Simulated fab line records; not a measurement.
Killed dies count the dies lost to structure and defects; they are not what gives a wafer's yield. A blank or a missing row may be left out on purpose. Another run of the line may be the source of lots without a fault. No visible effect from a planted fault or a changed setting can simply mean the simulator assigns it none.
fab line records	flow sky130
record: lots: 5	wafers: 15	last_day: 50
route steps=708 shown SD_P@327 RES_XHIGH@332 SD_N@342 SALICIDE@361 PAD_OPEN@708
lots that met no fault: taken from a fault-free run of the same line
start_h: start of the lot's first displayed wafer, in hours after the record's first day	wait_h: time in hours since the lot's previous step	" unchanged from the row above	L1.1+2: a row that stands for several wafers	- no value, or no start given	* or withheld: withheld	< > ~ a bound
route shown NAME@n: a module of which the file shows steps, and the number in the route of the first	usual: mean/standard deviation taken from wafers without a fault	same: alike in all rows	chamber/n: place in a boat	sites: readings site by site	_std_site: the standard deviation of these	_edge_site: outer sites' mean less inner sites'	radius_mm: for every site, how far away it sits from the centre of the wafer	mask NAME#n: copy n	behind: the tool/chamber that last shaped the wafer	hold: what put the lot on hold/how long, in hours/how the hold closed	device: transistor that didn't switch, given as n, p or np	end of line: the tests these same wafers got at the end of their route	a step given without rows: its recipe and nothing more	killed: dies that structure and defects cost at the first sort, which is not the same as the wafer's yield	map: the dies of a wafer, with x for killed, . for not killed, _ for no die there
set.NAME: the setting as run; set.NAME@STEP: as run at that earlier step	model.NAME: the simulator's own value behind a step, which no gauge read
a table for each step, a row for each wafer; lots at some steps of the route
services: from which hour (start_h, from the record's first day; less than 0 if before it) a tool's chamber was out of use, for how many hours, and why
== steps ==
step: SKY_SD_P_CD_MEAS_07
recipe: target_cd_nm: 380
usual: cd_nm: 379.2/2.4
lot.wafer	tool	chamber	start_h	wait_h	cd_nm
L216.1	cd_sem-02	-	656.32	0.1	382.5
L216.4	"	-	"	"	382.5
L216.6	"	-	"	"	383.4
L221.1	cd_sem-01	-	690.54	0.1	377.4
L221.3	"	-	"	"	377.5
L221.4	"	-	"	"	380.0
L222.1	cd_sem-02	-	690.87	0.1	379.4
L222.5	"	-	"	"	380.5
L222.6	"	-	"	"	377.0
L224.1	cd_sem-02	-	706.63	0.1	381.6
L224.2	"	-	"	"	382.8
L224.6	"	-	"	"	384.1
L232.2	cd_sem-02	-	766.74	0.1	380.5
L232.5	"	-	"	"	377.6
L232.6	"	-	"	"	381.1
step: SKY_SD_P_OVL_MEAS_08
usual: SD_P_OVL: -0.4/1.5
lot.wafer	tool	chamber	start_h	wait_h	SD_P_OVL[nm]
L216.1	overlay-02	-	656.44	0.1	0.3
L216.4	"	-	"	"	-1.3
L216.6	"	-	"	"	-0.2
L221.1	overlay-02	-	690.66	0.1	-1.3
L221.3	"	-	"	"	-1.7
L221.4	"	-	"	"	-2.0
L222.1	overlay-01	-	690.99	0.1	-0.3
L222.5	"	-	"	"	-1.1
L222.6	"	-	"	"	0.8
L224.1	overlay-01	-	706.75	0.1	-1.3
L224.2	"	-	"	"	-2.2
L224.6	"	-	"	"	-2.9
L232.2	overlay-01	-	766.84	0.1	2.3
L232.5	"	-	"	"	2.7
L232.6	"	-	"	"	1.5
step: SKY_SD_P_IMPLANT_09
recipe: species: BF2	energy_kev: 20	dose_cm2: 3e+15	tilt_deg: 0
step: SKY_SD_P_STRIP_10
recipe: chemistry: O2/N2	power_w: 1400	pressure_mtorr: 1500	platen_temp_c: withheld	o2_flow_sccm: 3000	n2_flow_sccm: 300	overash_fraction: 0.5
usual: drypump_motor_current_A: 5.6/0.32	oes_product_au: 0.617/0.0044	strip_time_to_endpoint_s: 17.51/0.031
lot.wafer	tool	chamber	start_h	wait_h	drypump_motor_current_A	oes_product_au	rf_hours_counter_h	strip_time_to_endpoint_s
L216.1	plasma_asher-03	0	656.62	0.1	5.1	0.623	90	17.49
L216.4	"	1	"	"	5.9	0.620	-	17.54
L216.6	"	0	"	"	5.1	0.616	-	17.56
L221.1	plasma_asher-01	1	690.84	0.1	5.7	0.620	51	17.52
L221.3	"	1	"	"	5.7	0.621	-	17.50
L221.4	"	0	"	"	5.5	0.617	-	17.54
L222.1	plasma_asher-02	0	691.17	0.1	5.4	0.615	25	17.45
L222.5	"	0	"	"	5.4	0.614	-	17.50
L222.6	"	1	"	"	6.0	0.616	-	17.52
L224.1	plasma_asher-03	0	706.94	0.1	5.1	0.611	95	17.49
L224.2	"	1	"	"	5.8	0.615	95	17.48
L224.6	"	0	"	"	5.1	0.617	-	17.49
L232.2	plasma_asher-02	0	767.02	0.1	5.4	0.619	32	17.44
L232.5	"	1	"	"	6.0	0.610	-	17.48
L232.6	"	0	"	"	5.4	0.617	-	17.52
step: SKY_SD_P_TW_MEAS_11
usual: SD_P_TW: 2808/26
lot.wafer	tool	chamber	start_h	wait_h	SD_P_TW
L216.1	film_metro-03	-	656.72	0.1	2755
L216.4	"	-	"	"	2762
L216.6	"	-	"	"	2756
L221.1	film_metro-03	-	690.94	0.1	2794
L221.3	"	-	"	"	2788
L221.4	"	-	"	"	2802
L222.1	film_metro-04	-	691.27	0.1	2845
L222.5	"	-	"	"	2846
L222.6	"	-	"	"	2824
L224.1	film_metro-03	-	707.04	0.1	2774
L224.2	"	-	"	"	2773
L224.6	"	-	"	"	2781
L232.2	film_metro-03	-	767.13	0.1	2778
L232.5	"	-	"	"	2788
L232.6	"	-	"	"	2776
step: SKY_RES_XHIGH_DEHYDRATE_00
recipe: temp_c: 200	time_s: 60
step: SKY_RES_XHIGH_HMDS_01
recipe: prime_time_s: 60	prime_temp_c: 120
step: SKY_RES_XHIGH_COAT_02
recipe: resist: NOVOLAK	spin_rpm: 3000	resist_thk_nm: 1140
step: SKY_RES_XHIGH_SOFTBAKE_03
recipe: temp_c: 90	time_s: 60	resist: NOVOLAK
step: SKY_RES_XHIGH_EXPOSE_04
recipe: mask_id: URPM	na: 0.6	source_shape: conventional	sigma_outer: 0.6	polarization: unpolarized	target_cd_nm: 1270	dose_mj: 140
step: SKY_RES_XHIGH_PEB_05
recipe: temp_c: withheld	time_s: *	resist: NOVOLAK
step: SKY_RES_XHIGH_DEVELOP_06
recipe: resist: NOVOLAK	developer: TMAH	develop_time_s: 60	dev_temp_c: 23
step: SKY_RES_XHIGH_IMPLANT_07
recipe: species: BF2	energy_kev: 20	dose_cm2: 3.6e+14	tilt_deg: 0
usual: beam_energy_keV: 20.000/0.0066	tilt_deg: -0.002/0.022
lot.wafer	tool	chamber	start_h	wait_h	beam_energy_keV	tilt_deg
L216.1	implanter-03	0	684.36	0.1	19.993	0.018
L216.4	"	0	"	"	20.006	-0.011
L216.6	"	0	"	"	20.004	-0.035
L221.1	implanter-01	0	719.07	0.1	19.999	-0.022
L221.3	"	0	"	"	19.998	-0.034
L221.4	"	0	"	"	20.003	-0.035
L222.1	implanter-02	0	719.54	0.1	20.008	0.024
L222.5	"	0	"	"	20.001	-0.010
L222.6	"	0	"	"	20.008	-0.008
L224.1	implanter-01	0	734.76	0.1	20.001	0.024
L224.2	"	0	"	"	20.000	0.037
L224.6	"	0	"	"	19.998	-0.007
L232.2	implanter-02	0	793.61	0.1	19.998	0.017
L232.5	"	0	"	"	19.997	-0.008
L232.6	"	0	"	"	20.008	0.024
step: SKY_RES_XHIGH_STRIP_08
recipe: chemistry: O2/N2	power_w: 1400	pressure_mtorr: 1500	platen_temp_c: withheld	o2_flow_sccm: 3000	n2_flow_sccm: 300	overash_fraction: 0.5
usual: drypump_motor_current_A: 5.58/0.27	oes_product_au: 0.710/0.0045	strip_time_to_endpoint_s: 14.28/0.035
lot.wafer	tool	chamber	start_h	wait_h	drypump_motor_current_A	oes_product_au	rf_hours_counter_h	strip_time_to_endpoint_s
L216.1	plasma_asher-03	1	684.51	0.1	5.86	0.708	92	14.34
L216.4	"	1	"	"	5.88	0.702	-	14.30
L216.6	"	1	"	"	5.85	0.718	-	14.30
L221.1	plasma_asher-01	1	719.22	0.1	5.70	0.713	53	14.23
L221.3	"	0	"	"	5.56	0.710	-	14.31
L221.4	"	1	"	"	5.72	0.710	-	14.29
L222.1	plasma_asher-03	1	719.69	0.1	5.87	0.712	96	14.28
L222.5	"	0	"	"	5.12	0.708	-	14.32
L222.6	"	1	"	"	5.87	0.707	-	14.31
L224.1	plasma_asher-01	1	734.91	0.1	5.71	0.704	54	14.38
L224.2	"	0	"	"	5.56	0.716	54	14.25
L224.6	"	0	"	"	5.56	0.712	-	14.34
L232.2	plasma_asher-03	0	793.74	0.1	5.13	0.702	103	14.30
L232.5	"	1	"	"	5.86	0.711	-	14.25
L232.6	"	0	"	"	5.14	0.714	-	14.28
step: SKY_RES_XHIGH_TW_MEAS_09
usual: RES_XHIGH_TW: 1633/15
lot.wafer	tool	chamber	start_h	wait_h	RES_XHIGH_TW
L216.1	film_metro-04	-	684.61	0.1	1651
L216.4	"	-	"	"	1640
L216.6	"	-	"	"	1646
L221.1	film_metro-04	-	719.32	0.1	1642
L221.3	"	-	"	"	1640
L221.4	"	-	"	"	1642
L222.1	film_metro-02	-	719.79	0.1	1651
L222.5	"	-	"	"	1644
L222.6	"	-	"	"	1648
L224.1	film_metro-02	-	735.01	0.1	1637
L224.2	"	-	"	"	1630
L224.6	"	-	"	"	1629
L232.2	film_metro-04	-	793.85	0.1	1648
L232.5	"	-	"	"	1642
L232.6	"	-	"	"	1639
step: SKY_SD_N_DEHYDRATE_00
recipe: temp_c: 200	time_s: 60
step: SKY_SD_N_HMDS_01
recipe: prime_time_s: 60	prime_temp_c: 120
step: SKY_SD_N_COAT_02
recipe: resist: NOVOLAK	spin_rpm: 3000	resist_thk_nm: 1140
step: SKY_SD_N_SOFTBAKE_03
recipe: temp_c: 90	time_s: 60	resist: NOVOLAK
step: SKY_SD_N_EXPOSE_04
recipe: mask_id: NSDM	na: 0.6	source_shape: conventional	sigma_outer: 0.6	polarization: unpolarized	target_cd_nm: 380	dose_mj: 141
step: SKY_SD_N_PEB_05
recipe: temp_c: withheld	time_s: *	resist: NOVOLAK
step: SKY_SD_N_DEVELOP_06
recipe: resist: NOVOLAK	developer: TMAH	develop_time_s: 60	dev_temp_c: 23
step: SKY_SD_N_CD_MEAS_07
recipe: target_cd_nm: 380
usual: cd_nm: 380.7/2.2
lot.wafer	tool	chamber	start_h	wait_h	cd_nm
L216.1	cd_sem-01	-	711.63	0.1	377.0
L216.4	"	-	"	"	375.5
L216.6	"	-	"	"	377.4
L221.1	cd_sem-02	-	746.82	0.1	379.4
L221.3	"	-	"	"	380.5
L221.4	"	-	"	"	380.7
L222.1	cd_sem-01	-	746.91	0.2	382.1
L222.5	"	-	"	"	382.4
L222.6	"	-	"	"	377.5
L224.1	cd_sem-02	-	762.13	0.1	378.4
L224.2	"	-	"	"	376.5
L224.6	"	-	"	"	379.0
L232.2	cd_sem-01	-	819.90	0.1	383.4
L232.5	"	-	"	"	381.1
L232.6	"	-	"	"	382.6
step: SKY_SD_N_OVL_MEAS_08
usual: SD_N_OVL: 0.9/1.3
lot.wafer	tool	chamber	start_h	wait_h	SD_N_OVL[nm]
L216.1	overlay-01	-	711.75	0.1	-0.8
L216.4	"	-	"	"	1.7
L216.6	"	-	"	"	1.1
L221.1	overlay-02	-	746.94	0.1	1.2
L221.3	"	-	"	"	0.8
L221.4	"	-	"	"	0.9
L222.1	overlay-01	-	747.03	0.1	2.2
L222.5	"	-	"	"	3.3
L222.6	"	-	"	"	2.6
L224.1	overlay-02	-	762.25	0.1	0.5
L224.2	"	-	"	"	1.8
L224.6	"	-	"	"	1.2
L232.2	overlay-02	-	820.01	0.1	1.2
L232.5	"	-	"	"	1.5
L232.6	"	-	"	"	2.3
step: SKY_SD_N_IMPLANT_09
recipe: species: As	energy_kev: 50	dose_cm2: 4e+15	tilt_deg: 0
step: SKY_SD_N_IMPLANT_10
recipe: species: P	energy_kev: 20	dose_cm2: 1e+14	tilt_deg: 0
step: SKY_SD_N_STRIP_11
recipe: chemistry: O2/N2	power_w: 1400	pressure_mtorr: 1500	platen_temp_c: withheld	o2_flow_sccm: 3000	n2_flow_sccm: 300	overash_fraction: 0.5
usual: drypump_motor_current_A: 5.6/0.33	oes_product_au: 0.527/0.0049	strip_time_to_endpoint_s: 22.56/0.04
lot.wafer	tool	chamber	start_h	wait_h	drypump_motor_current_A	oes_product_au	rf_hours_counter_h	strip_time_to_endpoint_s
L216.1	plasma_asher-04	1	712.09	0.1	5.9	0.532	105	22.54
L216.4	"	0	"	"	5.4	0.525	-	22.52
L216.6	"	1	"	"	5.9	0.526	-	22.47
L221.1	plasma_asher-04	1	747.27	0.1	5.9	0.523	0	22.53
L221.3	"	0	"	"	5.4	0.523	-	22.49
L221.4	"	1	"	"	5.9	0.525	-	22.56
L222.1	plasma_asher-03	1	747.36	0.1	5.9	0.526	99	22.50
L222.5	"	0	"	"	5.1	0.523	-	22.52
L222.6	"	1	"	"	5.9	0.528	-	22.55
L224.1	plasma_asher-03	1	762.59	0.1	5.9	0.525	101	22.57
L224.2	"	0	"	"	5.1	0.524	101	22.58
L224.6	"	0	"	"	5.1	0.529	-	22.56
L232.2	plasma_asher-03	1	820.34	0.1	5.9	0.527	106	22.59
L232.5	"	0	"	"	5.1	0.533	-	22.60
L232.6	"	1	"	"	5.8	0.526	-	22.57
step: SKY_SD_N_TW_MEAS_12
usual: SD_N_TW: 3972/33
lot.wafer	tool	chamber	start_h	wait_h	SD_N_TW
L216.1	film_metro-04	-	712.19	0.1	3988
L216.4	"	-	"	"	3988
L216.6	"	-	"	"	4007
L221.1	film_metro-03	-	747.37	0.1	3938
L221.3	"	-	"	"	3932
L221.4	"	-	"	"	3927
L222.1	film_metro-02	-	747.46	0.1	3970
L222.5	"	-	"	"	3948
L222.6	"	-	"	"	3964
L224.1	film_metro-04	-	762.69	0.1	3994
L224.2	"	-	"	"	3982
L224.6	"	-	"	"	3973
L232.2	film_metro-02	-	820.45	0.1	3967
L232.5	"	-	"	"	3972
L232.6	"	-	"	"	3966
step: SKY_SD_N_CLEAN_13
recipe: chemistry: SC1/SC2	mix: 1:4:20	temp_c: 70	time_s: 150	dry: n2_spin
step: SKY_SD_N_RTA_14
recipe: temp_c: 1075	time_s: 2	idle_temp_c: 650	ramp_up_c_per_s: 150	ramp_down_c_per_s: 90	ambient: N2
usual: anneal_temp_c_max: 1081.7/1.8	lamp_power_pct: 15.74/0.052	wafer_temp_C_max: 1078.0/1.2
lot.wafer	tool	chamber	start_h	wait_h	anneal_temp_c_max	lamp_power_pct	wafer_temp_C_max
L216.1	rtp_anneal-02	0	712.35	0.0	1078.9	15.84	1077.8
L216.4	"	0	"	"	1079.8	15.75	1077.6
L216.6	"	0	"	"	1080.1	15.77	1076.3
L221.1	rtp_anneal-01	0	747.48	0.0	1083.3	15.70	1079.7
L221.3	"	0	"	"	1082.3	15.91	1077.8
L221.4	"	0	"	"	1083.8	15.77	1080.2
L222.1	rtp_anneal-02	0	747.57	0.0	1080.0	15.74	1078.3
L222.5	"	0	"	"	1081.1	15.76	1078.4
L222.6	"	0	"	"	1079.0	15.73	1076.6
L224.1	rtp_anneal-02	0	762.80	0.0	1081.7	15.78	1078.3
L224.2	"	0	"	"	1080.4	15.69	1076.7
L224.6	"	0	"	"	1081.0	15.77	1078.9
L232.2	rtp_anneal-02	0	820.56	0.0	1081.9	15.66	1077.8
L232.5	"	0	"	"	1081.6	15.69	1078.6
L232.6	"	0	"	"	1079.2	15.72	1078.7
step: SKY_SD_N_RS_MEAS_16
recipe: thk_meas_gauge: four-point-probe
usual: SD_N_RS: 68.61/0.12
lot.wafer	tool	chamber	start_h	wait_h	SD_N_RS[ohm/sq]
L216.1	film_metro-03	-	712.52	0.1	68.60
L216.4	"	-	"	"	68.58
L216.6	"	-	"	"	68.54
L221.1	film_metro-04	-	747.66	0.1	69.06
L221.3	"	-	"	"	68.51
L221.4	"	-	"	"	68.64
L222.1	film_metro-03	-	747.75	0.1	68.72
L222.5	"	-	"	"	68.75
L222.6	"	-	"	"	68.70
L224.1	film_metro-02	-	762.97	0.1	68.65
L224.2	"	-	"	"	68.72
L224.6	"	-	"	"	68.59
L232.2	film_metro-02	-	820.75	0.1	68.37
L232.5	"	-	"	"	68.53
L232.6	"	-	"	"	68.56
step: SKY_SD_N_RS_MEAS_17
recipe: thk_meas_gauge: four-point-probe
usual: SD_P_RS: 147.1/0.42
lot.wafer	tool	chamber	start_h	wait_h	SD_P_RS[ohm/sq]
L216.1	film_metro-03	-	712.64	0.1	147.9
L216.4	"	-	"	"	147.3
L216.6	"	-	"	"	147.2
L221.1	film_metro-04	-	747.78	0.1	148.0
L221.3	"	-	"	"	147.5
L221.4	"	-	"	"	146.7
L222.1	film_metro-03	-	747.87	0.1	147.7
L222.5	"	-	"	"	147.6
L222.6	"	-	"	"	147.4
L224.1	film_metro-02	-	763.09	0.1	147.3
L224.2	"	-	"	"	147.7
L224.6	"	-	"	"	147.1
L232.2	film_metro-02	-	820.87	0.1	146.4
L232.5	"	-	"	"	147.2
L232.6	"	-	"	"	147.0
step: SKY_SD_N_RS_MEAS_18
recipe: thk_meas_gauge: four-point-probe
usual: RES_XHIGH_RS: 333.5/1.2
lot.wafer	tool	chamber	start_h	wait_h	RES_XHIGH_RS[ohm/sq]
L216.1	film_metro-03	-	712.76	0.1	335.5
L216.4	"	-	"	"	334.9
L216.6	"	-	"	"	336.2
L221.1	film_metro-04	-	747.90	0.1	333.8
L221.3	"	-	"	"	333.9
L221.4	"	-	"	"	334.5
L222.1	film_metro-03	-	747.99	0.1	331.7
L222.5	"	-	"	"	332.4
L222.6	"	-	"	"	332.0
L224.1	film_metro-02	-	763.21	0.1	332.5
L224.2	"	-	"	"	336.4
L224.6	"	-	"	"	337.4
L232.2	film_metro-02	-	820.99	0.1	331.4
L232.5	"	-	"	"	333.2
L232.6	"	-	"	"	332.5
step: SKY_SALICIDE_CLEAN_00
recipe: chemistry: HF-last	time_s: 30	dilution: 100:1	dry: ipa_marangoni
step: SKY_PAD_OPEN_PROBE_99
usual: killed_at_M0_to_M3: 43/6.1	killed_at_M4_up: 3.5/2	killed_at_contacts: 25/5.1	killed_at_front_end: 14/4.2	killed_at_other: 0.3/0.55	killed_dies: 86/8.3	killed_open: 46/7.2	killed_short: 39/6
same: gross_dies: 492	killed_at_back_side: 0
lot.wafer	tool	chamber	start_h	wait_h	killed_at_M0_to_M3	killed_at_M4_up	killed_at_contacts	killed_at_front_end	killed_at_other	killed_dies	killed_open	killed_short	model.etest.res_xhigh_po.rs_ohm_sq_range
L216.1	prober-01	-	1123.94	0.1	41	3	18	14	0	76	31	45	61.88
L216.4	prober-01	-	1124.09	0.2	43	4	31	20	0	98	60	38	31.65
L216.6	prober-01	-	1124.19	0.2	31	4	21	19	0	75	35	40	59.51
L221.1	prober-02	-	1145.98	0.1	40	5	34	14	1	94	46	45	119.4
L221.3	prober-02	-	1146.08	0.2	47	2	26	11	0	86	55	30	109.3
L221.4	prober-02	-	1146.13	0.2	37	0	26	8	1	72	41	31	144
L222.1	prober-01	-	1147.35	0.1	29	1	31	19	0	80	40	40	40.4
L222.5	prober-01	-	1147.55	0.2	51	3	27	25	0	106	64	42	69.68
L222.6	prober-01	-	1147.60	0.2	41	4	28	15	0	88	39	48	62.35
L224.1	prober-01	-	1156.98	0.1	37	5	26	25	1	94	50	44	54.67
L224.2	prober-01	-	1157.03	0.1	43	2	29	20	1	95	53	41	233.1
L224.6	prober-01	-	1157.23	0.2	52	3	24	10	0	89	46	43	259
L232.2	prober-02	-	1195.10	0.1	49	2	20	17	0	88	52	36	122.1
L232.5	prober-02	-	1195.25	0.2	43	2	24	20	3	92	51	41	98.18
L232.6	prober-02	-	1195.30	0.2	47	2	23	20	0	92	54	38	103.4
killed by level:class
L216.1 CONTACT:geometric_particle:short=9 VIA1:geometric_particle:open=7 METAL2:geometric_particle:short=7 FIELD_ISO:geometric_particle:short=6 VIA3:geometric_particle:short=6 VIA2:geometric_particle:open=6 VIA3:geometric_particle:open=5 LOCAL_INTERCONNECT:geometric_particle:short=4
L216.4 VIA1:geometric_particle:open=12 VIA3:geometric_particle:open=9 CONTACT:geometric_particle:open=8 FIELD_ISO:geometric_particle:open=7 LOCAL_INTERCONNECT:geometric_particle:short=7 VIA2:geometric_particle:open=7 FIELD_ISO:geometric_particle:short=6 LI_CONTACT:geometric_particle:open=6
L216.6 LI_CONTACT:geometric_particle:short=7 VIA3:geometric_particle:open=7 FIELD_ISO:geometric_particle:short=6 METAL2:geometric_particle:short=6 FIELD_ISO:geometric_particle:open=5 LI_CONTACT:geometric_particle:open=5 POLY_GATE:geometric_particle:short=4 LOCAL_INTERCONNECT:geometric_particle:short=4
L221.1 VIA1:geometric_particle:open=12 LI_CONTACT:geometric_particle:short=9 LI_CONTACT:geometric_particle:open=7 CONTACT:geometric_particle:open=7 CONTACT:geometric_particle:short=6 METAL1:geometric_particle:short=6 VIA3:geometric_particle:open=5 FIELD_ISO:geometric_particle:short=4
L221.3 VIA1:geometric_particle:open=14 LI_CONTACT:geometric_particle:open=11 CONTACT:geometric_particle:open=8 VIA3:geometric_particle:open=6 LOCAL_INTERCONNECT:geometric_particle:short=5 METAL2:geometric_particle:short=5 METAL1:geometric_particle:open=4 VIA2:geometric_particle:open=4
L221.4 VIA2:geometric_particle:open=9 VIA1:geometric_particle:open=8 LI_CONTACT:geometric_particle:open=8 CONTACT:geometric_particle:open=7 LOCAL_INTERCONNECT:geometric_particle:short=5 METAL2:geometric_particle:short=5 VIA3:geometric_particle:open=5 CONTACT:geometric_particle:short=4
L222.1 CONTACT:geometric_particle:open=10 LI_CONTACT:geometric_particle:open=9 FIELD_ISO:geometric_particle:open=7 CONTACT:geometric_particle:short=7 METAL3:geometric_particle:short=7 POLY_GATE:geometric_particle:short=5 VIA1:geometric_particle:open=5 FIELD_ISO:geometric_particle:short=4
L222.5 VIA1:geometric_particle:open=14 LI_CONTACT:geometric_particle:open=10 VIA3:geometric_particle:open=10 FIELD_ISO:geometric_particle:short=7 CONTACT:geometric_particle:open=6 FIELD_ISO:geometric_particle:open=5 VIA2:geometric_particle:open=5 METAL1:geometric_particle:short=5
L222.6 CONTACT:geometric_particle:open=9 CONTACT:geometric_particle:short=7 METAL2:geometric_particle:short=7 METAL1:geometric_particle:short=7 VIA1:geometric_particle:open=6 LI_CONTACT:geometric_particle:open=6 LOCAL_INTERCONNECT:geometric_particle:short=5 VIA2:geometric_particle:open=5
L224.1 LI_CONTACT:geometric_particle:open=13 CONTACT:geometric_particle:open=8 FIELD_ISO:geometric_particle:short=7 FIELD_ISO:geometric_particle:open=6 POLY_GATE:geometric_particle:open=6 VIA1:geometric_particle:open=6 VIA2:geometric_particle:short=6 POLY_GATE:geometric_particle:short=5
L224.2 VIA1:geometric_particle:open=12 CONTACT:geometric_particle:open=12 LI_CONTACT:geometric_particle:open=8 FIELD_ISO:geometric_particle:open=5 POLY_GATE:geometric_particle:short=5 METAL2:geometric_particle:short=5 VIA3:geometric_particle:open=4 LI_CONTACT:geometric_particle:short=4
L224.6 VIA2:geometric_particle:open=11 VIA1:geometric_particle:open=10 CONTACT:geometric_particle:open=10 CONTACT:geometric_particle:short=7 METAL1:geometric_particle:short=6 VIA3:geometric_particle:short=6 VIA1:geometric_particle:short=5 VIA3:geometric_particle:open=4
L232.2 VIA1:geometric_particle:open=12 VIA2:geometric_particle:open=12 VIA3:geometric_particle:open=9 POLY_GATE:geometric_particle:short=6 CONTACT:geometric_particle:short=6 METAL1:geometric_particle:short=6 METAL2:geometric_particle:short=6 CONTACT:geometric_particle:open=5
L232.5 VIA3:geometric_particle:open=12 CONTACT:geometric_particle:open=12 VIA1:geometric_particle:open=10 METAL1:geometric_particle:short=8 POLY_GATE:geometric_particle:short=6 POLY_GATE:geometric_particle:open=6 LI_CONTACT:geometric_particle:open=4 CONTACT:geometric_particle:short=4
L232.6 LI_CONTACT:geometric_particle:open=12 VIA1:geometric_particle:open=12 VIA2:geometric_particle:open=8 CONTACT:geometric_particle:open=7 VIA1:geometric_particle:short=7 METAL1:geometric_particle:short=6 FIELD_ISO:geometric_particle:short=5 POLY_GATE:geometric_particle:open=5
== services ==
tool	chamber	start_h	hours	kind
plasma_asher-01	-	659.93	5.7	repair
plasma_asher-01	-	662.99	1.3	repair
implanter-03	-	678.24	2.0	repair
implanter-01	-	703.31	4.2	pm
plasma_asher-01	-	703.80	2.8	pm
implanter-03	-	730.69	18.5	pm
plasma_asher-04	-	733.75	9.0	pm
plasma_asher-04	0	733.75	9.0	vent_cycle
plasma_asher-04	1	733.75	9.0	vent_cycle
rtp_anneal-01	-	736.65	3.0	pm
plasma_asher-04	0	742.75	-	clean
plasma_asher-04	1	742.75	-	clean
implanter-03	-	751.81	8.4	repair
implanter-01	-	757.38	3.2	pm
plasma_asher-03	-	764.58	2.8	pm
implanter-03	-	767.76	2.9	repair
plasma_asher-04	-	795.17	9.1	repair
== key ==
first_sign: step: SKY_SD_N_RS_MEAS_18	reading: RES_XHIGH_RS	direction: up	sigmas: 2.8	usual: 333.5	struck: 336.9
effect none on later readings
model_effect: step: SKY_PAD_OPEN_PROBE_99	value: etest.res_xhigh_po.rs_ohm_sq_range	without: 78.16	struck: 246.1
met_at SKY_RES_XHIGH_IMPLANT_07
struck_wafers L224.2,L224.6
tester_left_out L224
onset_between 719.07 734.76
fault: kind: process_parameter_drift	tool: implanter-01	chamber: -	onset_h: 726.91	steps: SKY_RES_XHIGH_IMPLANT_07	channel: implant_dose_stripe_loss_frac	offset: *	shape: step	end_h: 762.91	scope: struck_wafers_only
tester_left_out: of these lots the tester's yield and bins aren't shown, on N5 and GAA mostly nor the transistor test; their killed dies are dies lost to structure and defects alone, not to doping, threshold or leakage, so they don't give the yield
